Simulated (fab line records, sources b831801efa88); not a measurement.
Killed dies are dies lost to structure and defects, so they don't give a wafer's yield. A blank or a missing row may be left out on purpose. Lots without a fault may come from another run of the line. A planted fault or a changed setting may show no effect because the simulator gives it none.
One fault seen from 2 desks | flow gf180mcu | each desk has only its own numbers; what lay behind them comes last

THE TOOL OWNER'S DESK: implanter-04
The tool's own readings at GF_HV_LDD_IMPLANT_09: means of the sampled wafers that have a number, for each lot that ran on this tool. A lot is out of limits, marked OUT, if its mean lies more than 4 standard deviations from the usual mean; the brackets give that distance.
Columns: A = tilt_deg at GF_HV_LDD_IMPLANT_09, usual 7.002 degrees
lot  | first seen here | A
L902 | day 10 20:25    | 6.996
L909 | day 12 20:41    | 0.004 (-99 or more) OUT
L911 | day 13 12:27    | -0.017 (-99 or more) OUT
L921 | day 16 12:35    | 6.973
L923 | day 17 03:50    | 6.997
This desk's finding: out of limits on L909, L911; first on L909, day 12 20:41 (tilt_deg at GF_HV_LDD_IMPLANT_09). In limits: L902, L921, L923.

THE METROLOGY DESK
What the gauges read, lot by lot, whatever tool the lot ran on: means of the sampled wafers that have a number. A lot is out of limits, marked OUT, if its mean lies more than 4 standard deviations from the usual mean; the brackets give that distance.
Columns: A = POLY_GATE_CVD_00_THK at GF_POLY_GATE_THK_MEAS_01, usual 199.5 nm; B = HV_LDD_TW at GF_HV_LDD_TW_MEAS_11, usual 2427; C = HV_LDD_RS at GF_HV_LDD_RS_MEAS_53, usual 419.0 ohm/sq
lot  | first seen here | A     | B              | C
L902 | day 9 06:04     | 198.3 | 2445           | 417.2
L903 | day 9 10:23     | 200.4 | 2395           | 419.8
L904 | day 9 22:50     | 199.1 | 2429           | 419.8
L907 | day 10 14:30    | 200.6 | 2407           | 418.7
L909 | day 11 03:10    | 201.1 | 2210 (-12) OUT | 395.9 (-28) OUT
L911 | day 11 18:56    | 200.5 | 2213 (-12) OUT | 395.5 (-28) OUT
L916 | day 13 03:29    | 197.8 | 2407           | 419.5
L920 | day 14 05:02    | 197.0 | 2430           | 419.3
L921 | day 14 13:45    | 198.9 | 2441           | 420.5
L922 | day 14 19:32    | 198.2 | 2440           | 417.6
L923 | day 15 04:26    | 202.1 | 2404           | 419.5
This desk's finding: out of limits on L909, L911; first on L909, day 12 20:55 (HV_LDD_TW at GF_HV_LDD_TW_MEAS_11). In limits: L902, L903, L904, L907, L916, L920, L921, L922, L923.

PUT TOGETHER
The tool owner's desk could have raised an alarm at day 12 20:41, on L909, L911.
The metrology desk could have raised an alarm at day 12 20:55, on L909, L911.
Of the lots named, all ran GF_HV_LDD_IMPLANT_09 on implanter-04.

WHAT THE SIMULATOR HAD PUT IN
Process parameter drift: implanter-04, from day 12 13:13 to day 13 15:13, at GF_HV_LDD_IMPLANT_09. Setting tilt_deg, moved by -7, from 7. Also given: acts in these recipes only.
Lots struck among those shown: L909, L911.
Hours from the fault's start to each desk's first reading out of limits: the tool owner's desk, 7; the metrology desk, 8.
